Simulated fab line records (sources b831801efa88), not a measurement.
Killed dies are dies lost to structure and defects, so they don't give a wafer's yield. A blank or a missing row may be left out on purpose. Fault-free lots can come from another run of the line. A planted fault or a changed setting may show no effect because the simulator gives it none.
fab line records -- flow gf180mcu
record: lots: 12, wafers: 35, last-day: 34
route steps=602 shown CONTACT@302 M1@319
lots untouched by any fault: they come from a run of this same line in which no faults occurred
start-h: start of the lot's first displayed wafer, in hours after the record's first day -- wait-h: how many hours have passed since the lot's step before this one -- " unchanged from the row above -- L1.1+2: a row that stands for several wafers -- - no value, or no start was given -- * or withheld: withheld -- < > ~ a bound
route shown NAME@n: a module of which the file shows steps, and the number in the route of the first -- usual: mean/standard deviation of fault-free wafers -- same: alike in all rows -- chamber/n: place in a boat -- sites: readings site by site -- _std_site: standard deviation across them -- _edge_site: outer sites' mean less inner sites' -- radius-mm: how far each site lies from the wafer's centre -- mask NAME#n: copy n -- behind: the tool/chamber that last shaped the wafer -- hold: what put the lot on hold/how long, in hours/how the hold closed -- device: the transistor (n, p or np) that didn't switch -- end of line: tests of these same wafers at the route's end -- a step with no rows: only its recipe -- killed: not the wafer's yield, but the dies lost to structure and defects at the first sort -- map: a wafer's dies, x killed, . not, _ none there
set.NAME: the run value of the setting; set.NAME@STEP: its run value at that earlier step -- model.NAME: the simulator's own value behind a step, which no gauge read
route steps across a sampled set of lots; one table per step, one row per wafer
services: from which hour (start-h, from the record's first day; less than 0 if before it) a tool's chamber was out of use, for how many hours, and why
== steps ==
step: GF_CONTACT_OVL_MEAS_15
usual: CONTACT_OVL: 4/4.9
lot.wafer,tool,chamber,start-h,wait-h,CONTACT_OVL[nm]
L813.3,overlay-01,-,372.72,0.1,13
L813.5,overlay-01,-,372.72,0.1,7
L813.6,overlay-01,-,372.72,0.1,-1
L814.1,overlay-02,-,375.81,0.1,7
L814.2,overlay-02,-,375.81,0.1,12
L814.6,overlay-02,-,375.81,0.1,13
L816.1,overlay-02,-,417.08,0.1,2
L816.2,overlay-02,-,417.08,0.1,10
L816.5,overlay-02,-,417.08,0.1,0
L818.2,overlay-01,-,447.86,0.1,2
L818.3,overlay-01,-,447.86,0.1,2
L818.4,overlay-01,-,447.86,0.1,3
L820.2,overlay-02,-,453.88,0.1,-3
L820.3,overlay-02,-,453.88,0.1,8
L820.5,overlay-02,-,453.88,0.1,4
L821.1,overlay-02,-,464.61,0.1,11
L821.2,overlay-02,-,464.61,0.1,5
L821.3,overlay-02,-,464.61,0.1,7
L822.2,overlay-01,-,464.63,0.1,1
L822.4,overlay-01,-,464.63,0.1,5
L822.5,overlay-01,-,464.63,0.1,4
L823.2,overlay-02,-,480.09,0.1,11
L823.4,overlay-02,-,480.09,0.1,3
L823.5,overlay-02,-,480.09,0.1,9
L826.1,overlay-01,-,502.08,0.1,5
L826.4,overlay-01,-,502.08,0.1,4
L826.6,overlay-01,-,502.08,0.1,-6
L833.3,overlay-02,-,546.04,0.1,-7
L833.4,overlay-02,-,546.04,0.1,4
L834.1,overlay-01,-,550.41,0.1,7
L834.4,overlay-01,-,550.41,0.1,-2
L834.5,overlay-01,-,550.41,0.1,7
L835.1,overlay-01,-,570.26,0.1,7
L835.2,overlay-01,-,570.26,0.1,6
L835.6,overlay-01,-,570.26,0.1,6
step: GF_CONTACT_STRIP_18
recipe: chemistry: O2/N2, power-w: 1400, pressure-mtorr: 1500, platen-temp-c: 250, o2-flow-sccm: 3000, n2-flow-sccm: 300, overash-fraction: 0.5
usual: chamber-pressure-mTorr: 1500.2/1.3, drypump-motor-current-A: 5.5/0.38, heater-power-w: 329/60, o2-flow-sccm: 3001/8.9, oes-product-au: 0.580/0.0049
lot.wafer,tool,chamber,start-h,wait-h,chamber-pressure-mTorr,drypump-motor-current-A,heater-power-w,o2-flow-sccm,oes-product-au,rf-hours-counter-h
L813.3,plasma-asher-01,1,372.94,-,1499.1,5.7,258,3004,0.578,-
L813.5,plasma-asher-01,1,372.94,-,1500.1,5.7,261,3013,0.586,-
L813.6,plasma-asher-01,0,372.94,-,1501.5,4.8,316,3005,0.581,-
L814.1,plasma-asher-03,1,376.01,-,1500.8,5.5,335,3002,0.581,76
L814.2,plasma-asher-03,0,376.01,-,1500.1,5.7,444,3003,0.577,76
L814.6,plasma-asher-03,1,376.01,-,1498.5,5.5,336,3004,0.585,-
L816.1,plasma-asher-01,0,417.28,-,1500.3,4.8,326,2999,0.581,27
L816.2,plasma-asher-01,1,417.28,-,1499.8,5.7,266,3007,0.582,27
L816.5,plasma-asher-01,0,417.28,-,1501.1,4.8,328,3005,0.575,-
L818.2,plasma-asher-02,1,448.06,-,1500.6,6.0,283,2972,0.580,79
L818.3,plasma-asher-02,0,448.06,-,1502.1,5.8,292,2990,0.579,-
L818.4,plasma-asher-02,1,448.06,-,1500.1,6.0,298,2979,0.579,-
L820.2,plasma-asher-02,1,454.07,-,1499.9,6.0,295,3003,0.575,80
L820.3,plasma-asher-02,1,454.07,-,1499.2,6.0,293,2988,0.569,-
L820.5,plasma-asher-02,1,454.07,-,1500.7,6.0,290,3004,0.578,-
L821.1,plasma-asher-01,1,464.81,-,1501.7,5.7,261,2998,0.589,33
L821.2,plasma-asher-01,0,464.81,-,1501.9,4.8,323,2985,0.583,33
L821.3,plasma-asher-01,1,464.81,-,1500.0,5.7,268,2988,0.574,-
L822.2,plasma-asher-02,1,464.82,-,1498.9,6.0,297,3010,0.579,81
L822.4,plasma-asher-02,0,464.82,-,1499.8,5.9,296,3005,0.584,-
L822.5,plasma-asher-02,1,464.82,-,1500.5,6.0,290,3006,0.589,-
L823.2,plasma-asher-03,0,480.28,-,1499.4,5.7,452,2998,0.581,4
L823.4,plasma-asher-03,0,480.28,-,1502.0,5.7,440,3003,0.587,-
L823.5,plasma-asher-03,0,480.28,-,1498.9,5.7,440,3009,0.577,-
L826.1,plasma-asher-01,0,502.28,-,1500.5,4.8,319,2998,0.578,37
L826.4,plasma-asher-01,1,502.28,-,1500.5,5.7,262,3009,0.583,-
L826.6,plasma-asher-01,0,502.28,-,1498.4,4.8,327,2999,0.576,-
L833.3,plasma-asher-03,0,546.26,-,1499.9,5.7,449,2990,0.576,-
L833.4,plasma-asher-03,1,546.26,-,1500.0,5.5,312,2987,0.578,-
L834.1,plasma-asher-03,0,550.61,-,1500.1,5.7,439,2996,0.574,12
L834.4,plasma-asher-03,0,550.61,-,1498.7,5.7,442,3010,0.581,-
L834.5,plasma-asher-03,0,550.61,-,1498.8,5.7,430,3002,0.584,-
L835.1,plasma-asher-01,1,570.46,-,1501.0,5.7,260,3005,0.573,43
L835.2,plasma-asher-01,0,570.46,-,1501.6,4.8,322,3001,0.586,43
L835.6,plasma-asher-01,0,570.46,-,1497.1,4.8,326,2997,0.575,-
step: GF_CONTACT_CMP_27
recipe: stop-on: SiO2, down-force-psi: 3.5, platen-rpm: 60, t-overpolish-s: 15, target-thk-nm: 0, pad-velocity-m-s: 0.94248
usual: head-pressure-psi: 3.499/0.0072, motor-current-A: 10.7/0.87, overpolish-run-s: 15.001/0.009, time-to-endpoint-s: 74/4.1
lot.wafer,tool,chamber,start-h,wait-h,head-pressure-psi,motor-current-A,overpolish-run-s,time-to-endpoint-s
L813.3,cmp-01,1,373.59,0.0,3.494,9.6,15.003,80
L813.6,cmp-01,1,373.59,0.0,3.494,10.0,14.992,84
L813.5,cmp-01,2,373.59,0.0,3.506,10.9,15.020,74
L814.2,cmp-02,3,376.69,0.0,3.502,9.6,15.013,71
L814.1,cmp-02,1,376.69,0.0,3.507,11.6,15.013,77
L814.6,cmp-02,0,376.69,0.0,3.497,10.6,14.998,76
L816.1,cmp-02,1,418.01,0.1,3.500,12.5,15.012,84
L816.2,cmp-02,3,418.01,0.1,3.490,9.7,15.006,70
L816.5,cmp-02,0,418.01,0.1,3.502,10.8,14.997,79
L818.4,cmp-01,2,448.76,0.0,3.501,11.2,14.984,69
L818.3,cmp-01,3,448.76,0.0,3.504,11.7,14.997,73
L818.2,cmp-01,1,448.76,0.0,3.495,10.1,15.002,76
L820.3,cmp-02,2,454.75,0.0,3.503,11.2,15.007,70
L820.2,cmp-02,0,454.75,0.0,3.497,9.9,14.979,75
L820.5,cmp-02,2,454.75,0.0,3.505,11.2,14.993,70
L821.2,cmp-02,2,465.53,0.1,3.507,10.9,15.001,72
L821.3,cmp-02,3,465.53,0.1,3.495,9.8,15.015,70
L821.1,cmp-02,0,465.53,0.1,3.514,10.6,15.011,77
L822.4,cmp-02,0,465.78,0.2,3.489,10.5,14.987,79
L822.2,cmp-02,1,465.78,0.2,3.502,11.3,15.013,79
L822.5,cmp-02,0,465.78,0.2,3.494,10.4,15.009,76
L823.4,cmp-01,3,480.97,0.0,3.501,12.1,14.994,67
L823.2,cmp-01,2,480.97,0.0,3.499,10.6,14.995,64
L823.5,cmp-01,3,480.97,0.0,3.497,12.2,14.999,69
L826.1,cmp-02,2,503.05,0.1,3.508,11.1,14.985,76
L826.4,cmp-02,1,503.05,0.1,3.480,11.5,15.004,80
L826.6,cmp-02,2,503.05,0.1,3.497,11.0,15.006,77
L833.3,cmp-01,2,546.96,0.1,3.499,10.7,14.997,74
L833.4,cmp-01,0,546.96,0.1,3.494,10.1,15.002,73
L834.4,cmp-01,3,551.28,0.0,3.506,11.7,14.992,74
L834.1,cmp-01,2,551.28,0.0,3.493,10.5,15.018,72
L834.5,cmp-01,0,551.28,0.0,3.508,10.7,14.994,70
L835.2,cmp-01,0,571.13,0.0,3.497,11.0,15.007,75
L835.1,cmp-01,1,571.13,0.0,3.497,9.4,14.995,82
L835.6,cmp-01,0,571.13,0.0,3.488,10.5,14.995,73
step: GF_M1_SPUTTER_04
recipe: material: TiN, target-thk-nm: 50, power-w: 6500, time-s: 41.7, chamber-pressure-pa: 0.4
usual: throttle-valve-pct: 30.1/1.4
lot.wafer,tool,chamber,start-h,wait-h,throttle-valve-pct
L813.3,pvd-sputter-04,-,374.07,0.0,31.3
L813.5,pvd-sputter-04,-,374.07,0.0,27.9
L813.6,pvd-sputter-04,-,374.07,0.0,31.1
L814.1,pvd-sputter-02,-,377.17,0.0,31.3
L814.2,pvd-sputter-02,-,377.17,0.0,30.5
L814.6,pvd-sputter-02,-,377.17,0.0,30.4
L816.1,pvd-sputter-02,-,418.44,0.0,31.1
L816.2,pvd-sputter-02,-,418.44,0.0,30.6
L816.5,pvd-sputter-02,-,418.44,0.0,31.2
L818.2,pvd-sputter-01,-,449.24,0.0,27.2
L818.3,pvd-sputter-01,-,449.24,0.0,27.8
L818.4,pvd-sputter-01,-,449.24,0.0,29.3
L820.2,pvd-sputter-01,-,455.23,0.0,29.4
L820.3,pvd-sputter-01,-,455.23,0.0,29.4
L820.5,pvd-sputter-01,-,455.23,0.0,27.0
L821.1,pvd-sputter-02,-,465.97,0.0,31.3
L821.2,pvd-sputter-02,-,465.97,0.0,30.8
L821.3,pvd-sputter-02,-,465.97,0.0,31.5
L822.2,pvd-sputter-04,-,466.27,0.0,29.4
L822.4,pvd-sputter-04,-,466.27,0.0,31.2
L822.5,pvd-sputter-04,-,466.27,0.0,28.2
L823.2,pvd-sputter-02,-,481.46,0.0,31.5
L823.4,pvd-sputter-02,-,481.46,0.0,30.4
L823.5,pvd-sputter-02,-,481.46,0.0,31.4
L826.1,pvd-sputter-04,-,503.53,0.0,31.6
L826.4,pvd-sputter-04,-,503.53,0.0,31.3
L826.6,pvd-sputter-04,-,503.53,0.0,31.3
L833.3,pvd-sputter-02,-,547.39,0.0,31.6
L833.4,pvd-sputter-02,-,547.39,0.0,31.0
L834.1,pvd-sputter-04,-,551.76,0.0,29.4
L834.4,pvd-sputter-04,-,551.76,0.0,31.5
L834.5,pvd-sputter-04,-,551.76,0.0,29.6
L835.1,pvd-sputter-04,-,571.61,0.0,31.7
L835.2,pvd-sputter-04,-,571.61,0.0,27.7
L835.6,pvd-sputter-04,-,571.61,0.0,31.0
step: GF_M1_THK_MEAS_06
recipe: thk-meas-gauge: xrf, reads: AlCu_of_M1_SPUTTER_02
usual: M1_ALCU_THK: 449/4.8
lot.wafer,tool,chamber,start-h,wait-h,M1_ALCU_THK[nm]
L813.3,film-metro-04,-,374.25,0.1,451
L813.5,film-metro-04,-,374.25,0.1,451
L813.6,film-metro-04,-,374.25,0.1,452
L814.1,film-metro-04,-,377.33,0.1,461
L814.2,film-metro-04,-,377.33,0.1,454
L814.6,film-metro-04,-,377.33,0.1,452
L816.1,film-metro-02,-,418.60,0.1,451
L816.2,film-metro-02,-,418.60,0.1,442
L816.5,film-metro-02,-,418.60,0.1,444
L818.2,film-metro-02,-,449.41,0.1,452
L818.3,film-metro-02,-,449.41,0.1,450
L818.4,film-metro-02,-,449.41,0.1,451
L820.2,film-metro-02,-,455.40,0.1,450
L820.3,film-metro-02,-,455.40,0.1,440
L820.5,film-metro-02,-,455.40,0.1,445
L821.1,film-metro-04,-,466.13,0.1,451
L821.2,film-metro-04,-,466.13,0.1,447
L821.3,film-metro-04,-,466.13,0.1,448
L822.2,film-metro-01,-,466.44,0.1,454
L822.4,film-metro-01,-,466.44,0.1,453
L822.5,film-metro-01,-,466.44,0.1,454
L823.2,film-metro-01,-,481.63,0.1,452
L823.4,film-metro-01,-,481.63,0.1,444
L823.5,film-metro-01,-,481.63,0.1,451
L826.1,film-metro-01,-,503.69,0.1,450
L826.4,film-metro-01,-,503.69,0.1,442
L826.6,film-metro-01,-,503.69,0.1,444
L833.3,film-metro-01,-,547.57,0.1,454
L833.4,film-metro-01,-,547.57,0.1,465
L834.1,film-metro-01,-,551.92,0.1,450
L834.4,film-metro-01,-,551.92,0.1,440
L834.5,film-metro-01,-,551.92,0.1,448
L835.1,film-metro-02,-,571.77,0.1,448
L835.2,film-metro-02,-,571.77,0.1,447
L835.6,film-metro-02,-,571.77,0.1,443
== services ==
tool,chamber,start-h,hours,kind
pvd-sputter-04,-,383.96,4.0,repair
cmp-01,-,391.34,0.8,repair
plasma-asher-03,-,403.66,4.9,repair
cmp-01,-,404.05,4.0,pm
cmp-01,-,408.05,-,consumable-replace:conditioner
cmp-01,-,408.05,-,consumable-replace:pad
cmp-02,-,411.07,4.2,repair
pvd-sputter-04,0,416.46,-,consumable-replace:kit
pvd-sputter-04,0,416.46,18.0,scheduled-down
plasma-asher-02,-,416.48,2.8,pm
plasma-asher-03,-,421.25,9.0,pm
pvd-sputter-04,-,435.44,0.9,repair
cmp-01,-,442.04,1.6,repair
cmp-01,-,447.23,1.4,repair
cmp-02,-,449.29,4.4,pm
pvd-sputter-04,-,455.80,3.9,repair
cmp-01,-,456.11,4.2,pm
cmp-01,-,460.70,6.8,pm
pvd-sputter-02,-,463.07,1.9,repair
plasma-asher-03,-,473.02,6.1,repair
pvd-sputter-01,-,495.11,29.0,repair
cmp-02,-,519.18,3.3,repair
cmp-01,-,527.03,1.0,repair
cmp-02,-,561.06,11.1,pm
== key ==
first-sign: step: GF_M1_THK_MEAS_06, reading: M1_ALCU_THK, direction: up, sigmas: 3.3, usual: 449, struck: 465
effect none on later readings
met-at GF_M1_SPUTTER_04
struck-lots L833
struck-wafers L833.4
not-acting-at GF_CONTACT_OVL_MEAS_15,GF_CONTACT_STRIP_18,GF_CONTACT_CMP_27
onset-between 481.46 547.39
fault: kind: process-parameter-drift, tool: pvd-sputter-02, chamber: -, onset-h: 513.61, steps: GF_M1_SPUTTER_04, channel: target-thk-nm, offset: -13.847, shape: step, end-h: 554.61, scope: struck-wafers-only, acts-in: these-recipes-only, stated: 50
